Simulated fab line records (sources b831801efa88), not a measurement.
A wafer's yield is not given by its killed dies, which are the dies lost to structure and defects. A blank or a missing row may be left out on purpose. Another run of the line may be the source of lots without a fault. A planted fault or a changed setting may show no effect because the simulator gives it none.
Struck lot and sound lot, side by side    flow sky130    15 out of 708 route steps
Sound: wafers L406.1, L406.2, L406.4. Struck: wafer L414.2 (left out: L414.3, L414.4 of the same lot, which were not struck); the cause appears at the end.
Order at every step that has rows: each side's tool, ch and its chambers, its first start. Under that, the readings that differ: sound wafers    struck wafers    difference of the means    sigmas: that difference in standard deviations of wafers without a fault.
alike: a reading whose means differ by less than 2 such deviations, as well as words and numbers matching on both sides. not compared: withheld readings; readings where some wafer has no value; bounds like >300 that might hide an equal value; numbers whose values overlap and for which the record gives no deviation.
The two part at a step that has a row with sigmas, a row that says differs or no value, or rows on one side only. Non-overlapping numbers with no deviation appear without sigmas and do not part them. A reading missing from all wafers of one side parts the sides only when that side holds two or more wafers.

first, 3 steps without rows for these wafers: SKY_VIA4_STRIP_14 (strips in post etch residue remover, time 1200 s); SKY_VIA4_CLEAN_15 (cleans in IPA, time 180 s); SKY_VIA4_CLEAN_16 (cleans in O3/DIW).
SKY_VIA4_SPUTTER_17: material TiN, target thk 20 nm, time 80 s.
  sound on pvd_sputter-02 at day 44 11:24; struck on pvd_sputter-03 at day 46 10:43
  alike: chamber_pressure_pa, throttle_valve_pct
then, 1 step without rows for these wafers: SKY_VIA4_CVD_18 (deposits W, target thk 505 nm, time 152.14 s).
SKY_VIA4_RS_MEAS_19: a four-point-probe measurement.
  sound on film_metro-02 at day 44 11:37; struck on film_metro-03 at day 46 10:57
  alike: VIA4_W_RS
SKY_VIA4_THK_MEAS_20: measures by xrf.
  sound on film_metro-02 at day 44 11:44; struck on film_metro-03 at day 46 11:04
  alike: VIA4_W_THK
then, 1 step without rows for these wafers: SKY_VIA4_CMP_21 (polishes, stops on SiO2, t overpolish 25 s, target thk 0 nm).
SKY_METAL5_SPUTTER_00: material Ti, target thk 15 nm, time 10 s.
  sound on pvd_sputter-02 at day 44 12:05; struck on pvd_sputter-02 at day 46 11:28
  alike: chamber_pressure_pa, throttle_valve_pct
SKY_METAL5_SPUTTER_01: material TiN, target thk 20 nm, time 16.7 s.
  sound on pvd_sputter-02 at day 44 12:07; struck on pvd_sputter-02 at day 46 11:30
  alike: chamber_pressure_pa, throttle_valve_pct
SKY_METAL5_SPUTTER_02: material AlCu, target thk 1150 nm, time 58.66 s.
  sound on pvd_sputter-02 at day 44 12:08; struck on pvd_sputter-02 at day 46 11:31
  alike: chamber_pressure_pa, throttle_valve_pct
SKY_METAL5_SPUTTER_03: material Ti, target thk 5 nm, time 3.3 s.
  sound on pvd_sputter-02 at day 44 12:11; struck on pvd_sputter-02 at day 46 11:34
  alike: chamber_pressure_pa, throttle_valve_pct
SKY_METAL5_SPUTTER_04: material TiN, target thk 70 nm, time 58.3 s.
  sound on pvd_sputter-02 at day 44 12:13; struck on pvd_sputter-02 at day 46 11:35
reading                   sound                 struck  difference  sigmas
chamber_pressure_pa (Pa)  0.4001 0.4004 0.4000  0.4135  +0.0133     +17
  alike: throttle_valve_pct
SKY_METAL5_RS_MEAS_05: a four-point-probe measurement.
  sound on film_metro-01 at day 44 12:16; struck on film_metro-03 at day 46 11:40
  alike: METAL5_ALCU_RS
SKY_PAD_OPEN_PROBE_99:
  sound wafers here have rows in the record (prober-02, day 47 08:52); struck ones have none

WHERE THEY PART
At SKY_METAL5_SPUTTER_04 first; at SKY_PAD_OPEN_PROBE_99 last (within this record only).

WHY: what the simulator had put in
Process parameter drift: pvd_sputter-02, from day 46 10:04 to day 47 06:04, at SKY_METAL5_SPUTTER_04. A move of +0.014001 in setting chamber_pressure_pa, from 0.4. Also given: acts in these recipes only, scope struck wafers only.
